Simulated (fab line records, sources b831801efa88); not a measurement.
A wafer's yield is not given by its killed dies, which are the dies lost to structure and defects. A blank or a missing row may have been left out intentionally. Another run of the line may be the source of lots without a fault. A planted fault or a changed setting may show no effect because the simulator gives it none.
fab line records	flow sky130
record: lots: 15	wafers: 45	last_day: 50
route steps=708 shown SD_N@354 LOCAL_INTERCONNECT@395
lots that met no fault: from a run of the same line without faults
start_h: hours from the record's first day to the start of the lot's first wafer shown	wait_h: hours since the lot's step before	" repeats the value in the row above	L1.1+2: several wafers, shown together as one row	- no value present, or no start provided	* or withheld: withheld	< > ~ a bound
route shown NAME@n: names a module that has steps shown in the file, with the first one's number in the route	usual: mean/standard deviation taken from wafers without a fault	same: alike in all rows	chamber/n: place in a boat	sites: the reading at each site	_std_site: standard deviation of those values	_edge_site: inner sites' mean taken away from outer sites' mean	radius_mm: for every site, how far away it sits from the centre of the wafer	mask NAME#n: copy n	behind: the tool/chamber that last shaped the wafer	hold: why the lot was held/for how many hours/how that ended	device: the n, p or np transistor that did not switch	end of line: the route-end tests of the same wafers	for a step that has no rows: nothing shown but its recipe	killed: count of dies lost to structure and defects at first sort (not the wafer's yield)	map: shows each die of a wafer: x if killed, . if not, _ if none is there
set.NAME: the setting as run; set.NAME@STEP: as run at that earlier step	model.NAME: the simulator's own value behind a step, which no gauge read
one table for each step of the route and one row for each wafer, over a sample of lots
services: when a tool's chamber went out of use (start_h, in hours from the record's first day, below 0 if earlier), for how many hours, and the reason
== steps ==
step: SKY_SD_N_TW_MEAS_12
usual: SD_N_TW: 3999/53
lot.wafer	tool	chamber	start_h	wait_h	SD_N_TW
L769.2	film_metro-01	-	663.21	0.1	4070
L769.5	"	-	"	"	4062
L769.6	"	-	"	"	4063
L772.3	film_metro-01	-	681.05	0.1	4070
L772.5	"	-	"	"	4066
L772.6	"	-	"	"	4051
L773.4	film_metro-03	-	688.86	0.1	3925
L773.5	"	-	"	"	3919
L773.6	"	-	"	"	3948
L774.1	film_metro-04	-	694.13	0.1	3967
L774.3	"	-	"	"	4020
L774.4	"	-	"	"	3995
L775.1	film_metro-04	-	706.10	0.1	4000
L775.2	"	-	"	"	3986
L775.3	"	-	"	"	4002
L776.2	film_metro-04	-	714.99	0.1	4017
L776.5	"	-	"	"	4026
L776.6	"	-	"	"	4003
L777.1	film_metro-04	-	722.24	0.1	3979
L777.2	"	-	"	"	3994
L777.6	"	-	"	"	3991
L782.3	film_metro-04	-	758.67	0.1	4031
L782.4	"	-	"	"	4044
L782.6	"	-	"	"	4024
L785.2	film_metro-04	-	781.25	0.1	4022
L785.4	"	-	"	"	4010
L785.6	"	-	"	"	4010
L786.1	film_metro-01	-	794.70	0.1	4067
L786.4	"	-	"	"	4069
L786.6	"	-	"	"	4079
L787.3	film_metro-03	-	804.96	0.1	3944
L787.5	"	-	"	"	3923
L787.6	"	-	"	"	3958
L788.3	film_metro-04	-	812.47	0.1	3993
L788.4	"	-	"	"	3985
L788.6	"	-	"	"	3975
L789.1	film_metro-04	-	827.20	0.1	4001
L789.2	"	-	"	"	3998
L789.6	"	-	"	"	4022
L790.1	film_metro-03	-	828.54	0.1	3942
L790.4	"	-	"	"	3931
L790.6	"	-	"	"	3918
L791.3	film_metro-01	-	844.76	0.1	4057
L791.5	"	-	"	"	4073
L791.6	"	-	"	"	4056
step: SKY_SD_N_RTA_14
recipe: temp_c: 1075	time_s: 2	idle_temp_c: 650	ramp_up_c_per_s: 150	ramp_down_c_per_s: 90	ambient: N2
usual: lamp_power_pct: 15.72/0.054	wafer_temp_C_max: 1078.0/1.4
lot.wafer	tool	chamber	start_h	wait_h	lamp_power_pct	wafer_temp_C_max
L769.2	rtp_anneal-01	0	663.31	0.0	15.83	1077.7
L769.5	"	0	"	"	15.66	1076.3
L769.6	"	0	"	"	15.68	1075.4
L772.3	rtp_anneal-02	0	681.16	0.0	15.71	1077.2
L772.5	"	0	"	"	15.75	1081.2
L772.6	"	0	"	"	15.69	1076.4
L773.4	rtp_anneal-01	0	688.97	0.0	15.76	1079.5
L773.5	"	0	"	"	15.78	1079.0
L773.6	"	0	"	"	15.70	1075.8
L774.1	rtp_anneal-02	0	694.25	0.0	15.74	1077.7
L774.3	"	0	"	"	15.82	1080.2
L774.4	"	0	"	"	15.66	1079.7
L775.1	rtp_anneal-01	0	706.21	0.0	15.76	1078.1
L775.2	"	0	"	"	15.69	1077.9
L775.3	"	0	"	"	15.73	1078.0
L776.2	rtp_anneal-02	0	715.10	0.0	15.79	1077.1
L776.5	"	0	"	"	15.73	1078.4
L776.6	"	0	"	"	15.66	1078.5
L777.1	rtp_anneal-01	0	722.35	0.0	15.67	1078.6
L777.2	"	0	"	"	15.73	1078.8
L777.6	"	0	"	"	15.62	1078.1
L782.3	rtp_anneal-02	0	758.77	0.0	15.65	1080.4
L782.4	"	0	"	"	15.69	1077.5
L782.6	"	0	"	"	15.74	1077.1
L785.2	rtp_anneal-01	0	781.35	0.0	15.78	1075.0
L785.4	"	0	"	"	15.69	1076.8
L785.6	"	0	"	"	15.66	1080.2
L786.1	rtp_anneal-02	0	794.81	0.0	15.74	1075.7
L786.4	"	0	"	"	15.69	1077.5
L786.6	"	0	"	"	15.70	1077.4
L787.3	rtp_anneal-01	0	805.06	0.0	15.72	1077.3
L787.5	"	0	"	"	15.78	1079.0
L787.6	"	0	"	"	15.63	1077.7
L788.3	rtp_anneal-02	0	812.57	0.0	15.74	1075.7
L788.4	"	0	"	"	15.68	1076.3
L788.6	"	0	"	"	15.70	1078.8
L789.1	rtp_anneal-01	0	827.31	0.0	15.64	1078.5
L789.2	"	0	"	"	15.76	1077.4
L789.6	"	0	"	"	15.71	1077.8
L790.1	rtp_anneal-02	0	828.65	0.0	15.77	1076.5
L790.4	"	0	"	"	15.74	1076.5
L790.6	"	0	"	"	15.68	1081.3
L791.3	rtp_anneal-01	0	844.86	0.0	15.80	1078.6
L791.5	"	0	"	"	15.64	1075.7
L791.6	"	0	"	"	15.71	1079.5
step: SKY_LOCAL_INTERCONNECT_EXPOSE_08
recipe: mask_id: LI1M	na: 0.8	source_shape: annular	sigma_inner: 0.55	sigma_outer: 0.85	target_cd_nm: 170	dose_mj: 28
usual: exposure_dose_mJ_cm2: 27.95/0.032	focus_offset_nm: 0.0/0.58
lot.wafer	tool	chamber	start_h	wait_h	mask	exposure_dose_mJ_cm2	focus_offset_nm
L769.2	krf_scanner-02	0	708.09	-	LI1M#0	27.92	-0.2
L769.5	"	0	"	"	LI1M#0	27.93	-0.7
L769.6	"	0	"	"	LI1M#0	27.93	-0.5
L772.3	krf_scanner-02	0	725.35	-	LI1M#0	27.94	-0.6
L772.5	"	0	"	"	LI1M#0	27.96	-0.4
L772.6	"	0	"	"	LI1M#0	27.93	-0.3
L773.4	krf_scanner-02	0	732.34	-	LI1M#0	27.91	-0.5
L773.5	"	0	"	"	LI1M#0	27.92	-0.2
L773.6	"	0	"	"	LI1M#0	27.96	-0.7
L774.1	krf_scanner-02	0	738.79	-	LI1M#0	27.95	0.1
L774.3	"	0	"	"	LI1M#0	27.99	-0.6
L774.4	"	0	"	"	LI1M#0	27.96	-0.2
L775.1	krf_scanner-02	0	750.74	-	LI1M#0	27.97	-0.4
L775.2	"	0	"	"	LI1M#0	27.96	0.2
L775.3	"	0	"	"	LI1M#0	27.97	0.1
L776.2	krf_scanner-01	0	758.98	-	LI1M#0	27.97	-0.4
L776.5	"	0	"	"	LI1M#0	28.00	0.6
L776.6	"	0	"	"	LI1M#0	27.95	-0.5
L777.1	krf_scanner-01	0	766.13	-	LI1M#0	27.99	-0.4
L777.2	"	0	"	"	LI1M#0	27.97	-0.5
L777.6	"	0	"	"	LI1M#0	27.95	-0.5
L782.3	krf_scanner-01	0	802.30	-	LI1M#0	27.96	-0.6
L782.4	"	0	"	"	LI1M#0	27.94	-0.6
L782.6	"	0	"	"	LI1M#0	27.94	-0.1
L785.2	krf_scanner-01	-	822.27	-	LI1M#0	-	-
L785.4	"	-	"	"	LI1M#0	-	-
L785.6	"	-	"	"	LI1M#0	-	-
L786.1	krf_scanner-02	-	835.77	-	LI1M#0	-	-
L786.4	"	-	"	"	LI1M#0	-	-
L786.6	"	-	"	"	LI1M#0	-	-
L787.3	krf_scanner-02	-	845.68	-	LI1M#0	-	-
L787.5	"	-	"	"	LI1M#0	-	-
L787.6	"	-	"	"	LI1M#0	-	-
L788.3	krf_scanner-01	0	855.15	-	LI1M#0	27.97	-0.4
L788.4	"	0	"	"	LI1M#0	27.94	0.3
L788.6	"	0	"	"	LI1M#0	28.03	-0.2
L789.1	krf_scanner-01	0	868.73	-	LI1M#0	27.97	-0.5
L789.2	"	0	"	"	LI1M#0	28.01	0.6
L789.6	"	0	"	"	LI1M#0	28.00	0.6
L790.1	krf_scanner-02	0	870.56	-	LI1M#0	27.89	0.1
L790.4	"	0	"	"	LI1M#0	27.96	-0.1
L790.6	"	0	"	"	LI1M#0	27.93	-0.9
L791.3	krf_scanner-01	0	886.90	-	LI1M#0	28.02	0.5
L791.5	"	0	"	"	LI1M#0	27.94	-1.0
L791.6	"	0	"	"	LI1M#0	28.02	0.5
step: SKY_LOCAL_INTERCONNECT_OVL_MEAS_12
usual: LOCAL_INTERCONNECT_OVL: -5/5.2
lot.wafer	tool	chamber	start_h	wait_h	LOCAL_INTERCONNECT_OVL[nm]
L769.2	overlay-02	-	722.16	0.1	-2
L769.5	"	-	"	"	0
L769.6	"	-	"	"	1
L772.3	overlay-01	-	739.27	0.1	-5
L772.5	"	-	"	"	-3
L772.6	"	-	"	"	-5
L773.4	overlay-02	-	746.22	0.1	-15
L773.5	"	-	"	"	-6
L773.6	"	-	"	"	-13
L774.1	overlay-02	-	752.30	0.1	-6
L774.3	"	-	"	"	-5
L774.4	"	-	"	"	-1
L775.1	overlay-01	-	764.05	0.1	-6
L775.2	"	-	"	"	-8
L775.3	"	-	"	"	-9
L776.2	overlay-01	-	772.66	0.1	-5
L776.5	"	-	"	"	-10
L776.6	"	-	"	"	-6
L777.1	overlay-01	-	779.69	0.1	-2
L777.2	"	-	"	"	1
L777.6	"	-	"	"	-10
L782.3	overlay-01	-	814.82	0.1	-8
L782.4	"	-	"	"	-5
L782.6	"	-	"	"	0
L785.2	overlay-02	-	834.62	0.1	-
L785.4	"	-	"	"	-
L785.6	"	-	"	"	-
L786.1	overlay-01	-	849.05	0.1	-
L786.4	"	-	"	"	-
L786.6	"	-	"	"	-
L787.3	overlay-02	-	858.37	0.1	-
L787.5	"	-	"	"	-
L787.6	"	-	"	"	-
L788.3	overlay-01	-	867.26	0.1	-4
L788.4	"	-	"	"	-5
L788.6	"	-	"	"	2
L789.1	overlay-02	-	881.85	0.1	-9
L789.2	"	-	"	"	-8
L789.6	"	-	"	"	-8
L790.1	overlay-02	-	883.76	0.1	-5
L790.4	"	-	"	"	-9
L790.6	"	-	"	"	-2
L791.3	overlay-01	-	899.42	0.1	-7
L791.5	"	-	"	"	-7
L791.6	"	-	"	"	-9
== services ==
tool	chamber	start_h	hours	kind
krf_scanner-01	-	647.94	33.3	repair
krf_scanner-02	-	676.72	2.1	repair
krf_scanner-01	-	681.18	2.1	repair
krf_scanner-01	-	683.29	0.8	pm
krf_scanner-02	0	689.37	-	calibration
krf_scanner-01	-	707.64	1.3	pm
krf_scanner-01	-	722.43	3.4	repair
krf_scanner-01	-	725.86	0.8	pm
krf_scanner-01	-	726.61	1.0	pm
krf_scanner-02	-	734.23	1.9	repair
krf_scanner-01	-	736.10	4.4	pm
krf_scanner-02	-	740.48	1.3	pm
krf_scanner-02	-	751.48	4.4	pm
krf_scanner-01	0	761.78	-	calibration
krf_scanner-02	-	777.76	0.8	pm
krf_scanner-01	-	782.21	0.3	repair
krf_scanner-02	-	791.33	1.0	pm
krf_scanner-01	-	810.99	0.4	repair
krf_scanner-02	0	853.23	-	calibration
rtp_anneal-02	-	858.61	0.7	pm
krf_scanner-01	-	883.60	1.3	pm
== key ==
first_sign: step: SKY_LOCAL_INTERCONNECT_EXPOSE_08	reading: tool_record	direction: missing
effect none on later readings
met_at SKY_LOCAL_INTERCONNECT_EXPOSE_08
struck_lots L785,L786,L787
later_rows_left_out L785.2,L785.4,L785.6,L786.1,L786.4,L786.6,L787.3,L787.5,L787.6
sort_left_out L785.2,L785.4,L785.6,L786.1,L786.4,L786.6,L787.3,L787.5,L787.6
tester_left_out L785,L786,L787
not_acting_at SKY_SD_N_TW_MEAS_12,SKY_SD_N_RTA_14,SKY_LOCAL_INTERCONNECT_OVL_MEAS_12
onset_between 802.30 822.27
fault: kind: skipped_step_whole	tool: krf_scanner-01,krf_scanner-02	chamber: -	onset_h: 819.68	steps: SKY_LOCAL_INTERCONNECT_EXPOSE_08	scope: struck_lots_only
tester_left_out: of these lots the tester's yield and bins aren't shown, on N5 and GAA mostly nor the transistor test; their killed dies are dies lost to structure and defects alone, not to doping, threshold or leakage, so they don't give the yield
sort_left_out: the simulated sort isn't trusted on such a fault, so these wafers' sort isn't shown, and their yield isn't known
later_rows_left_out: the simulator's readings of these wafers behind a module that went badly wrong aren't trusted and aren't shown, but for the sort
